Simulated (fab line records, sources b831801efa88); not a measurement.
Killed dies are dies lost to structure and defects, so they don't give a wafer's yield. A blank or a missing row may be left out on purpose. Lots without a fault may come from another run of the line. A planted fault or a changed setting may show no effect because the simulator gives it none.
Which tool did it? | flow sky130 | 13 lots, 39 wafers sampled, at 1 step of a route of 708

WHAT THE GAUGES READ, wafer by wafer
SKY_LOCAL_INTERCONNECT_CD_MEAS_11: target cd 170 nm. Usual: cd_nm 170.0 nm, standard deviation 2.
lot  | measured     | on        | cd_nm (nm)        | flag
L946 | day 30 06:34 | cd_sem-02 | 169.1 167.6 167.9 |
L947 | day 30 23:06 | cd_sem-02 | 168.3 169.9 169.0 |
L948 | day 31 06:14 | cd_sem-02 | 168.2 168.1 169.7 |
L949 | day 31 16:06 | cd_sem-02 | 166.8 165.8 167.8 |
L957 | day 34 09:28 | cd_sem-02 | 170.6 169.0 169.3 |
L958 | day 34 16:54 | cd_sem-01 | 171.9 172.0 170.7 |
L959 | day 34 22:06 | cd_sem-01 | 167.9 167.3 168.8 |
L960 | day 35 05:05 | cd_sem-01 | 170.9 172.2 172.1 |
L962 | day 35 15:33 | cd_sem-02 | 171.3 171.7 172.0 |
L963 | day 35 22:46 | cd_sem-01 | 173.6 172.9 172.7 |
L964 | day 36 11:03 | cd_sem-01 | 170.1 170.1 171.6 |
L966 | day 36 22:50 | cd_sem-02 | 168.5 166.8 166.2 |
L967 | day 37 08:14 | cd_sem-02 | 171.5 171.7 171.3 |

WHICH TOOL RAN EACH LOT (tool, then ch and the chambers of the sampled wafers, then the start)
The record holds no process step before these readings.

WHAT THE TOOLS THEMSELVES READ (means of the sampled wafers that have a number; where no wafer has one, the mark that the record gives instead)
The record holds no such reading with a usual standard deviation.

THE ANSWER, worked out from the rows above alone
Rule: a lot is off if the mean of its wafers that have a number lies more than 3 standard deviations from the usual mean. A lot without any number at a reading at which 4 lots or more have one is off too. The other lots that the step has rows for count as sound. The gauges are gone through in route order, then the tools' own readings, and for those a lot's mean is taken as printed above. The first step at which some lot is off is used, and at that step the reading that is off furthest; a lot without a number counts as furthest.
No lot is off at any reading shown: from this, nothing can be told.

WHAT THE SIMULATOR HAD PUT IN
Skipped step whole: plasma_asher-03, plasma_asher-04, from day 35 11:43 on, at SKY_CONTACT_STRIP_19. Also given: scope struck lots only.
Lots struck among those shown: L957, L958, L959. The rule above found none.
